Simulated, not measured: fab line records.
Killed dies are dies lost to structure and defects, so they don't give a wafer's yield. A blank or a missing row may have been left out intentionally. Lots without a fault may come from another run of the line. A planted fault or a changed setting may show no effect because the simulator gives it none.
Chamber matching | flow gf180mcu | GF_PASSIVATION_ETCH_11 on rie_diel-04 has 4 sister chambers
The step etches the open film in CF4/O2, stops on TiN, target depth 2040 nm, time 453.3 s. 22 wafers are shown with their chamber, then 11 later ones without.

## WAFERS WITH THEIR CHAMBER
wafer  | chamber | drypump_motor_current_A (A) | throttle_valve_pct (%) | oes_product_au (a.u.)
L076.2 | 1       | 5.4                         | 5.990                  | 0.997
L076.4 | 3       | 6.1                         | 5.958                  | 0.988
L076.6 | 2       | 6.6                         | 5.965                  | 0.990
L077.1 | 2       | 6.6                         | 5.956                  | 0.997
L077.4 | 1       | 5.4                         | 5.970                  | 0.992
L077.5 | 3       | 6.0                         | 5.952                  | 0.999
L078.1 | 3       | 6.0                         | 5.967                  | 0.983
L078.3 | 2       | 6.6                         | 5.978                  | 0.988
L078.4 | 1       | 5.4                         | 5.977                  | 0.989
L081.3 | 2       | 6.5                         | 5.987                  | 0.992
L081.4 | 1       | 5.4                         | 5.969                  | 0.983
L081.6 | 0       | 5.1                         | 5.973                  | 0.994
L083.2 | 2       | 6.5                         | 5.977                  | 0.996
L083.3 | 1       | 5.4                         | 5.961                  | 0.994
L083.5 | 2       | 6.6                         | 5.965                  | 0.988
L086.1 | 3       | 6.1                         | 5.973                  | 0.988
L086.2 | 2       | 6.6                         | 5.962                  | 0.986
L086.4 | 1       | 5.3                         | 5.967                  | 0.985
L090.1 | 3       | 6.1                         | 5.967                  | 0.981
L090.3 | 0       | 5.2                         | 5.980                  | 0.978
L090.4 | 0       | 5.1                         | 5.951                  | 0.989
L091.1 | 0       | 5.1                         | 5.947                  | 0.987

SIGNATURES (means of the wafers above)
reading                 | chamber 0 | chamber 1 | chamber 2 | chamber 3 | scatter within a chamber
drypump_motor_current_A | 5.125     | 5.383     | 6.571     | 6.060     | 0.0484
throttle_valve_pct      | 5.96275   | 5.97233   | 5.97000   | 5.96340   | 0.0113
oes_product_au          | 0.98700   | 0.99000   | 0.99100   | 0.98780   | 0.00567
Rule: distance of a wafer from a chamber = root of the sum over the readings of ((wafer's reading minus chamber's mean) / reading's scatter) squared. If the next closest chamber is less than 2 further off than the closest, the wafer can't be placed; otherwise it belongs to the closest. The scatter is the square root of a quotient: the sum, over the shown wafers, of each reading's squared deviation from its chamber's mean, divided by wafers minus chambers.

## WAFERS WITH NO CHAMBER GIVEN
wafer  | drypump_motor_current_A (A) | throttle_valve_pct (%) | oes_product_au (a.u.)
L091.3 | 6.1                         | 5.988                  | 0.985
L091.4 | 6.1                         | 5.980                  | 0.996
L092.1 | 6.1                         | 5.960                  | 0.994
L092.4 | 5.1                         | 5.964                  | 0.984
L092.6 | 6.1                         | 5.974                  | 0.995
L093.4 | 5.1                         | 5.991                  | 0.988
L093.5 | 6.0                         | 5.970                  | 0.999
L093.6 | 6.6                         | 5.993                  | 0.999
L095.1 | 6.5                         | 5.983                  | 0.990
L095.3 | 5.4                         | 5.969                  | 0.988
L095.6 | 5.1                         | 5.971                  | 0.983

## WHICH CHAMBER EACH ONE RAN IN
wafer  | from the rows above | in truth
L091.3 | 3                   | 3
L091.4 | 3                   | 3
L092.1 | 3                   | 3
L092.4 | 0                   | 0
L092.6 | 3                   | 3
L093.4 | 0                   | 0
L093.5 | 3                   | 3
L093.6 | 2                   | 2
L095.1 | 2                   | 2
L095.3 | 1                   | 1
L095.6 | 0                   | 0
Correct placement for 11 of the 11. Not placeable from these rows: 0. Number placed wrongly: 0.
